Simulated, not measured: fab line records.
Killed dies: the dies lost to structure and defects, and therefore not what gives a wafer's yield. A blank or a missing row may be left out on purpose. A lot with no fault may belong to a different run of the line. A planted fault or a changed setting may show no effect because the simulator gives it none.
The same fault as seen by 2 desks -- flow sky130 -- what lay behind the numbers comes last; until then each desk has only its own

== THE METROLOGY DESK ==
Lot by lot, what the gauges showed, no matter which tool ran the lot: averages of those sampled wafers that carry a number. Marked OUT: a lot whose mean sits more than 4 standard deviations from the usual mean, which makes it out of limits; the brackets give that distance.
Columns: A = LDD_P_TW at SKY_LDD_P_TW_MEAS_11, usual 635; B = CONTACT_HDPCVD_THK at SKY_CONTACT_THK_MEAS_03, usual 563 nm
lot,first seen here,A,B
L729,day 20 01:32,651,557
L730,day 20 01:41,653 (+4.4) OUT,555
L738,day 22 23:46,633,566
L741,day 24 01:24,627,556
L742,day 24 15:12,634,569
L743,day 24 18:34,631,572
L744,day 24 23:24,635,566
L745,day 25 08:36,628,548
L746,day 25 11:42,635,560
L748,day 26 07:25,635,566
L751,day 27 07:19,628,566
This desk's finding: out of limits on L730; first on L730, day 20 01:41 (LDD_P_TW at SKY_LDD_P_TW_MEAS_11). L729, L738, L741, L742, L743, L744, L745, L746, L748, L751: within limits.

== THE TOOL OWNER'S DESK: implanter-01 ==
The tool's own readings at SKY_LDD_P_IMPLANT_09, given as means over the sampled wafers that have a number, one for each lot that went through this tool. Marked OUT: a lot whose mean sits more than 4 standard deviations from the usual mean, which makes it out of limits; the brackets give that distance.
Columns: A = beam energy keV at SKY_LDD_P_IMPLANT_09, usual 25.001
lot,first seen here,A
L729,day 20 01:19,27.054 (+99 or more) OUT
L730,day 20 01:28,27.053 (+99 or more) OUT
L742,day 24 14:57,25.007
L745,day 25 08:23,25.009
L746,day 25 11:27,25.006
This desk finds L729, L730 out of limits, L729 being first, at day 20 01:19 (beam energy keV at SKY_LDD_P_IMPLANT_09). L742, L745, L746: within limits.

== ALL TOGETHER ==
An alarm could have come from the tool owner's desk at day 20 01:19, on L729, L730.
At day 20 01:41 the metrology desk could have sounded an alarm, on L730.
The metrology desk holds a record of L729, inside its limits.
All the named lots went through SKY_LDD_P_IMPLANT_09 on implanter-01.

== WHAT THE SIMULATOR PUT IN ==
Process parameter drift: implanter-01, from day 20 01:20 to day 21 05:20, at SKY_LDD_P_IMPLANT_09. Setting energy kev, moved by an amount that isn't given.
Struck lots among those shown: L729, L730.
